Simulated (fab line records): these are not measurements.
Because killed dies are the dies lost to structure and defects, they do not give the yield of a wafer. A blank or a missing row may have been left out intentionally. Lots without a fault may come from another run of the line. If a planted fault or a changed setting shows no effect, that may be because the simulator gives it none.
2 desks looking at one fault -- flow gf180mcu -- every desk sees just its own numbers, and what lay behind them comes last

## FROM THE METROLOGY DESK
Lot by lot, what the gauges showed, no matter which tool ran the lot: averages of those sampled wafers that carry a number. If a lot's mean is further than 4 standard deviations from the usual mean, the lot is out of limits and carries the mark OUT (the distance appears in the brackets).
Columns: A = POLY_GATE_CVD_00_THK at GF_POLY_GATE_THK_MEAS_01, usual 199.9 nm; B = HV_LDD_OVL at GF_HV_LDD_OVL_MEAS_08, usual 0.8 nm
lot,first seen here,A,B
L343,day 8 23:28,200.0,-1.3
L344,day 9 07:35,199.5,2.1
L348,day 10 15:38,200.5,-0.4
L350,day 10 23:52,198.5,3.0
L351,day 11 08:13,200.1,0.3
L356,day 12 20:24,108.9 (-51) OUT,-0.1
L357,day 13 01:55,106.7 (-52) OUT,0.7
L358,day 13 11:26,107.2 (-52) OUT,1.2
L359,day 13 20:31,198.6,-0.8
L362,day 14 17:40,200.0,2.4
L364,day 15 08:24,199.7,-0.3
This desk finds L356, L357, L358 out of limits, with the earliest case on L356 at day 12 20:24 (POLY_GATE_CVD_00_THK at GF_POLY_GATE_THK_MEAS_01). Within limits: L343, L344, L348, L350, L351, L359, L362, L364.

## THE TOOL OWNER'S DESK: lpcvd-01
The tool's own readings at GF_POLY_GATE_CVD_00 (deposits poly-Si, target thk 200 nm, time 1200 s): means of the sampled wafers that have a number, for each lot that ran on this tool. If a lot's mean is further than 4 standard deviations from the usual mean, the lot is out of limits and carries the mark OUT (the distance appears in the brackets).
Columns: A = zone_power_top_pct at GF_POLY_GATE_CVD_00, usual 21.4 %
lot,first seen here,A
L344,day 9 06:11,19.2
L348,day 10 14:18,21.3
L350,day 10 22:31,21.5
L351,day 11 06:12,21.3
L356,day 12 19:04,19.1
L357,day 13 00:34,21.7
L358,day 13 09:25,19.1
This desk found nothing out of limits on any of the 7 lots.

## PUT TOGETHER
An alarm was possible from the metrology desk at day 12 20:24, on L356, L357, L358.
The desk of the tool owner found nothing out of limits.
The tool owner's desk has L356, L357, L358 on record, within its limits.
The lots listed all ran GF_POLY_GATE_CVD_00 on lpcvd-01.

## WHAT WAS PUT IN BY THE SIMULATOR
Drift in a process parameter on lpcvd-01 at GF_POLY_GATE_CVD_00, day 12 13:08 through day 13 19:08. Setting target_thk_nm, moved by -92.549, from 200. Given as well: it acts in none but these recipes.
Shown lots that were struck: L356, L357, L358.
Per desk, hours elapsed from the start of the fault to the first reading out of limits: for the metrology desk, 7.
